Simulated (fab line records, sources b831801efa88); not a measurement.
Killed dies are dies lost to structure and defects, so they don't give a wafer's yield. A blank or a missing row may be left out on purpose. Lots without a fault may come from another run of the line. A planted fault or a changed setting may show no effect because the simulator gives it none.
fab line records | flow sky130
record lots=6 wafers=18 last_day=49
route steps=708 shown METAL2@489
lots that met no fault: from a run of the same line without faults
start_h: hours from the record's first day to the start of the lot's first wafer shown | wait_h: hours since the lot's step before | " the same as in the row above | L1.1+2: a row that stands for several wafers | - no value, or no start given | * or withheld: withheld | < > ~ a bound
route shown NAME@n: a module of which the file shows steps, and the number in the route of the first | usual: mean/standard deviation of fault-free wafers | same: alike in all rows | chamber/n: place in a boat | sites: the reading at each site | _std_site: their standard deviation | _edge_site: outer sites' mean less inner sites' | radius_mm: how far each site lies from the wafer's centre | mask NAME#n: copy n | behind: the tool/chamber that last shaped the wafer | hold: why the lot was held/for how many hours/how that ended | device: the transistor (n, p or np) that didn't switch | end of line: the same wafers' tests at the end of the route | a step without rows: its recipe alone | killed: dies lost to structure and defects at the first sort, not the wafer's yield | map: a wafer's dies, x killed, . not, _ none there
set.NAME: the setting as run; set.NAME@STEP: as run at that earlier step | model.NAME: the simulator's own value behind a step, which no gauge read
lots at some steps of the route; a table a step, a row a wafer
services: from which hour (start_h, from the record's first day; less than 0 if before it) a tool's chamber was out of use, for how many hours, and why
## steps
# step SKY_METAL2_THK_MEAS_06
# recipe thk_meas_gauge=xrf reads=AlCu_of_METAL2_SPUTTER_02
# usual METAL2_ALCU_THK=247/3.9
# columns lot.wafer tool chamber start_h wait_h METAL2_ALCU_THK[nm]
L639.3 film_metro-04 - 796.45 0.1 242
L639.4 " - " " 248
L639.6 " - " " 243
L642.1 film_metro-03 - 820.20 0.1 244
L642.3 " - " " 250
L642.6 " - " " 248
L644.1 film_metro-02 - 839.04 0.1 256
L644.2 " - " " 247
L644.5 " - " " 256
L648.1 film_metro-03 - 875.59 0.1 250
L648.4 " - " " 244
L648.6 " - " " 247
L653.1 film_metro-03 - 908.84 0.1 247
L653.5 " - " " 253
L653.6 " - " " 254
L655.3 film_metro-03 - 922.27 0.1 247
L655.4 " - " " 249
L655.6 " - " " 246
# step SKY_METAL2_DEHYDRATE_07
# recipe temp_c=200 time_s=60
# step SKY_METAL2_HMDS_08
# recipe prime_time_s=60 prime_temp_c=120
# step SKY_METAL2_COAT_09
# recipe resist=BARC temp_c=withheld time_s=withheld spin_rpm=3000 resist_thk_nm=60
# step SKY_METAL2_COAT_10
# recipe resist=KrF-thick spin_rpm=3000 resist_thk_nm=450
# step SKY_METAL2_SOFTBAKE_11
# recipe temp_c=100 time_s=90 resist=KrF-thick
# step SKY_METAL2_EXPOSE_12
# recipe mask_id=MM2 na=0.8 source_shape=annular sigma_inner=0.55 sigma_outer=0.85 target_cd_nm=140 dose_mj=28
# step SKY_METAL2_PEB_13
# recipe peb_temp_c=withheld peb_time_s=withheld resist=KrF-thick
# step SKY_METAL2_DEVELOP_14
# recipe develop_time_s=60 resist=KrF-thick dev_temp_c=19.77
# step SKY_METAL2_CD_MEAS_15
# recipe target_cd_nm=140
# usual cd_nm=139.7/1.2
# columns lot.wafer tool chamber start_h wait_h cd_nm
L639.3 cd_sem-02 - 822.84 - 137.4
L639.4 " - " " 139.7
L639.6 " - " " 138.7
L642.1 cd_sem-02 - 846.15 - 140.7
L642.3 " - " " 140.5
L642.6 " - " " 141.0
L644.1 cd_sem-02 - 864.99 - 138.0
L644.2 " - " " 139.1
L644.5 " - " " 138.6
L648.1 cd_sem-01 - 901.75 - 139.5
L648.4 " - " " 138.4
L648.6 " - " " 138.8
L653.1 cd_sem-02 - 933.10 - 139.4
L653.5 " - " " 140.9
L653.6 " - " " 140.3
L655.3 cd_sem-01 - 946.59 - 140.4
L655.4 " - " " 138.6
L655.6 " - " " 139.6
# step SKY_METAL2_OVL_MEAS_16
# usual METAL2_OVL=-1/5.6
# columns lot.wafer tool chamber start_h wait_h METAL2_OVL[nm]
L639.3 overlay-02 - 822.94 0.1 -4
L639.4 " - " " -4
L639.6 " - " " 7
L642.1 overlay-01 - 846.27 0.1 -1
L642.3 " - " " -6
L642.6 " - " " -10
L644.1 overlay-02 - 865.11 0.1 9
L644.2 " - " " 6
L644.5 " - " " 0
L648.1 overlay-02 - 901.87 0.1 4
L648.4 " - " " 0
L648.6 " - " " -5
L653.1 overlay-01 - 933.22 0.1 0
L653.5 " - " " 2
L653.6 " - " " -5
L655.3 overlay-02 - 946.69 0.1 -11
L655.4 " - " " -4
L655.6 " - " " -2
# step SKY_METAL2_DESCUM_17
# recipe chemistry=O2 source_power_w=150 bias_power_w=0 pressure_mtorr=10 temp_c=40 time_s=8
# usual chamber_pressure_mTorr=9.999/0.017 drypump_motor_current_A=5.9/0.49 he_backside_leak_sccm=3.5/0.34 oes_product_au=0.998/0.013 rf_fwd_power_W=146.9/0.74
# columns lot.wafer tool chamber start_h wait_h chamber_pressure_mTorr drypump_motor_current_A he_backside_leak_sccm oes_product_au rf_fwd_power_W rf_hours_counter_h
L639.3 rie_metal-03 1 822.97 0.0 9.990 5.0 3.5 1.010 147.8 -
L639.4 " 0 " " 10.011 6.4 3.5 1.028 147.4 -
L639.6 " 1 " " 10.014 5.0 3.4 1.011 147.3 -
L642.1 rie_metal-02 0 846.31 0.0 10.011 6.1 3.7 0.989 146.6 15
L642.3 " 0 " " 10.003 6.1 3.7 0.988 146.4 -
L642.6 " 0 " " 10.021 6.1 3.6 0.996 147.4 -
L644.1 rie_metal-03 0 865.15 0.0 9.991 6.4 3.4 1.009 148.0 5
L644.2 " 1 " " 9.996 5.0 3.5 0.978 147.5 3
L644.5 " 0 " " 9.980 6.4 3.5 1.012 147.6 -
L648.1 rie_metal-02 1 901.91 0.0 9.989 5.7 3.1 1.005 146.5 9
L648.4 " 0 " " 9.984 6.1 3.5 0.998 145.5 -
L648.6 " 0 " " 10.008 6.1 3.6 0.996 145.9 -
L653.1 rie_metal-03 0 933.26 0.0 9.991 6.4 3.4 1.028 147.2 8
L653.5 " 1 " " 10.006 5.0 3.6 0.995 147.4 -
L653.6 " 0 " " 9.989 6.4 3.5 1.021 147.4 -
L655.3 rie_metal-04 1 946.72 0.0 10.014 6.2 3.7 0.980 146.0 -
L655.4 " 0 " " 10.007 6.0 3.3 1.004 147.1 -
L655.6 " 0 " " 10.008 6.1 3.3 0.993 147.3 -
# step SKY_METAL2_ETCH_18
# recipe chemistry=N2/H2 target=BARC ion_energy_ev=200 bias_w=100 pressure_mtorr=30 n2_flow_sccm=100 h2_flow_sccm=200 icp_w=500 stop_on=SiO2 time_s=45.9 target_depth_a=600
# usual bias_w=100.0/0.31 chamber_pressure_mTorr=29.996/0.027 drypump_motor_current_A=5.9/0.49 he_backside_leak_sccm=3.5/0.34 oes_product_au=0.855/0.0046 rf_fwd_power_W=494.4/2 throttle_valve_pct=13.226/0.0087
# columns lot.wafer tool chamber start_h wait_h bias_w chamber_pressure_mTorr drypump_motor_current_A he_backside_leak_sccm oes_product_au rf_fwd_power_W rf_hours_counter_h throttle_valve_pct model.KrF-thick_of_METAL2_COAT_10.thk_nm
L639.3 rie_metal-03 1 823.01 0.0 100.1 30.007 5.0 3.6 0.859 495.9 - 13.228 392.4
L639.4 " 0 " " 100.4 30.042 6.4 3.5 0.858 495.8 - 13.232 391.5
L639.6 " 1 " " 100.1 29.984 5.0 3.5 0.851 495.5 - 13.227 392.3
L642.1 rie_metal-02 0 846.34 0.0 - - - - - - - - 437
L642.3 " 0 " " - - - - - - - - 437.4
L642.6 " 0 " " - - - - - - - - 436.1
L644.1 rie_metal-03 0 865.18 0.0 - - - - - - - - 435.1
L644.2 " 1 " " - - - - - - - - 434.3
L644.5 " 0 " " - - - - - - - - 435.1
L648.1 rie_metal-02 1 901.94 0.0 100.3 29.991 5.7 3.2 0.852 494.4 9 13.217 391.5
L648.4 " 0 " " 99.7 30.053 6.1 3.5 0.857 488.6 - 13.218 392
L648.6 " 0 " " 99.9 29.980 6.1 3.5 0.856 490.9 - 13.225 394.4
L653.1 rie_metal-03 0 933.29 0.0 99.3 29.998 6.4 3.5 0.858 492.4 8 13.246 392.2
L653.5 " 1 " " 99.9 29.962 5.0 3.5 0.850 495.1 - 13.215 393.7
L653.6 " 0 " " 99.5 30.033 6.4 3.5 0.858 496.0 - 13.229 393.4
L655.3 rie_metal-04 1 946.76 0.0 100.3 29.975 6.2 3.6 0.863 492.5 - 13.218 392.5
L655.4 " 0 " " 100.1 29.984 6.1 3.2 0.857 495.1 - 13.238 391.7
L655.6 " 0 " " 100.0 29.985 6.1 3.3 0.857 496.9 - 13.232 392.4
# step SKY_METAL2_METAL_ETCH_19
# recipe target_depth_a=3600 stop_on=SiO2 over_etch_frac=0.3 time_s=78 chemistry=Cl2/BCl3 resist_sidewall_deg=88 pressure_mtorr=10 icp_w=900 bias_w=48.5 Cl2_flow_sccm=60 bcl3_flow_sccm=30
# usual bcl3_flow_sccm=30.00/0.088 bias_w=48.49/0.14 chamber_pressure_mTorr=10.001/0.0086 drypump_motor_current_A=5.9/0.48 he_backside_leak_sccm=3.5/0.37 oes_product_au=0.854/0.0073 rf_fwd_power_W=893.0/2.9 throttle_valve_pct=22.263/0.0097
# same over_etch_frac=0.3
# columns lot.wafer tool chamber start_h wait_h bcl3_flow_sccm bias_w chamber_pressure_mTorr drypump_motor_current_A he_backside_leak_sccm oes_product_au rf_fwd_power_W rf_hours_counter_h throttle_valve_pct model.KrF-thick_of_METAL2_COAT_10.thk_nm
L639.3 rie_metal-03 1 823.08 0.1 29.91 48.48 9.999 5.0 3.5 0.847 893.9 - 22.271 158.3
L639.4 " 0 " " 30.03 48.45 10.011 6.4 3.5 0.871 891.7 - 22.248 150.4
L639.6 " 1 " " 29.82 48.51 10.003 5.0 3.5 0.858 896.4 - 22.260 157.8
L642.1 rie_metal-02 0 846.40 0.0 29.95 48.49 10.003 6.1 3.4 0.368 890.3 15 22.262 208.8
L642.3 " 0 " " 30.04 48.61 9.992 6.1 3.6 0.376 887.9 - 22.252 207.1
L642.6 " 0 " " 29.90 48.54 10.001 6.1 3.4 0.375 888.3 - 22.266 208.6
L644.1 rie_metal-03 0 865.24 0.0 30.06 48.41 9.996 6.4 3.5 0.384 897.4 5 22.250 194.6
L644.2 " 1 " " 29.99 48.57 10.016 5.0 3.5 0.369 895.7 3 22.257 203.6
L644.5 " 0 " " 30.07 48.62 10.018 6.4 6.7 0.374 899.6 - 22.256 194.6
L648.1 rie_metal-02 1 902.00 0.0 29.90 48.54 10.006 5.7 2.9 0.852 891.1 9 22.274 154.4
L648.4 " 0 " " 30.06 48.46 10.006 6.1 3.4 0.853 891.5 - 22.260 157.6
L648.6 " 0 " " 29.93 48.46 10.000 6.1 3.3 0.846 890.0 - 22.265 160
L653.1 rie_metal-03 0 933.35 0.0 30.13 48.48 9.993 6.4 3.5 0.851 891.4 8 22.253 151.5
L653.5 " 1 " " 30.02 48.59 10.007 5.0 3.6 0.858 897.4 - 22.276 160.8
L653.6 " 0 " " 30.16 48.65 9.989 6.4 3.4 0.851 892.9 - 22.264 156
L655.3 rie_metal-04 1 946.83 0.1 29.90 48.36 10.007 6.2 3.7 0.857 894.7 - 22.261 161.7
L655.4 " 0 " " 30.05 48.43 10.006 6.1 3.2 0.861 893.7 - 22.262 157.3
L655.6 " 0 " " 29.94 48.41 10.007 6.1 3.3 0.862 890.2 - 22.263 158.2
# step SKY_METAL2_STRIP_20
# recipe chemistry=O2/N2 power_w=1400 pressure_mtorr=1500 platen_temp_c=withheld o2_flow_sccm=3000 n2_flow_sccm=300 overash_fraction=0.5
# usual chamber_pressure_mTorr=1500.0/1.4 drypump_motor_current_A=6.0/0.54 oes_product_au=0.344/0.0052 strip_time_to_endpoint_s=2.72/0.065
# columns lot.wafer tool chamber start_h wait_h chamber_pressure_mTorr drypump_motor_current_A oes_product_au rf_hours_counter_h strip_time_to_endpoint_s
L639.3 plasma_asher-04 0 823.18 0.1 1499.2 6.4 0.338 - 2.71
L639.4 " 1 " " 1502.4 6.2 0.345 - 2.60
L639.6 " 0 " " 1499.7 6.4 0.341 - 2.68
L642.1 plasma_asher-04 1 846.49 0.1 1500.2 6.2 0.365 93 3.27
L642.3 " 1 " " 1499.3 6.2 0.365 - 3.25
L642.6 " 1 " " 1501.2 6.2 0.367 - 3.25
L644.1 plasma_asher-03 0 865.33 0.1 1499.9 5.5 0.347 43 3.08
L644.2 " 1 " " 1500.3 5.8 0.360 43 3.19
L644.5 " 1 " " 1498.4 5.8 0.364 - 3.10
L648.1 plasma_asher-04 0 902.09 0.1 1500.8 6.3 0.341 100 2.63
L648.4 " 0 " " 1498.7 6.4 0.333 - 2.68
L648.6 " 1 " " 1498.8 6.2 0.342 - 2.71
L653.1 plasma_asher-01 1 933.44 0.1 1501.0 5.1 0.340 85 2.61
L653.5 " 0 " " 1497.7 6.6 0.342 - 2.71
L653.6 " 1 " " 1499.9 5.1 0.335 - 2.67
L655.3 plasma_asher-01 1 946.93 0.1 1498.7 5.1 0.339 - 2.73
L655.4 " 0 " " 1498.7 6.6 0.346 - 2.68
L655.6 " 1 " " 1503.0 5.0 0.339 - 2.68
# step SKY_METAL2_STRIP_21
# recipe chemistry=post_etch_residue_remover time_s=1200 temp_c=72.5
## services
# columns tool chamber start_h hours kind
rie_metal-04 0 847.11 5.1 repair
rie_metal-02 - 855.15 3.3 repair
rie_metal-02 - 861.17 5.5 repair
plasma_asher-01 - 876.24 2.8 pm
plasma_asher-03 - 886.13 32.1 repair
plasma_asher-01 - 905.24 1.4 repair
plasma_asher-03 - 918.24 10.0 pm
plasma_asher-03 - 928.24 20.6 pm
plasma_asher-03 - 940.36 5.2 repair
## key
first_sign step=SKY_METAL2_ETCH_18 reading=tool_record direction=missing
effect step=SKY_METAL2_METAL_ETCH_19 reading=oes_product_au direction=down sigmas=65 usual=0.854 struck=0.374
effect step=SKY_METAL2_STRIP_20 reading=strip_time_to_endpoint_s direction=up sigmas=7.3 usual=* struck=*
model_effect step=SKY_METAL2_ETCH_18 value=KrF-thick_of_METAL2_COAT_10.thk_nm without=392.9 struck=435.8
model_effect step=SKY_METAL2_METAL_ETCH_19 value=KrF-thick_of_METAL2_COAT_10.thk_nm without=159.9 struck=202.9
met_at SKY_METAL2_ETCH_18
struck_wafers L642.1,L642.3,L642.6,L644.1,L644.2,L644.5
later_rows_left_out L642.1,L642.3,L642.6,L644.1,L644.2,L644.5
sort_left_out L642.1,L642.3,L642.6,L644.1,L644.2,L644.5
onset_between 823.01 846.34
fault kind=skipped_step_whole tool=rie_metal-02,rie_metal-03 chamber=- onset_h=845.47 steps=SKY_METAL2_ETCH_18 scope=struck_lots_only
# sort_left_out: the simulated sort isn't trusted on such a fault, so these wafers' sort isn't shown, and their yield isn't known
# later_rows_left_out: the simulator's readings of these wafers behind a module that went badly wrong aren't trusted and aren't shown, but for the sort
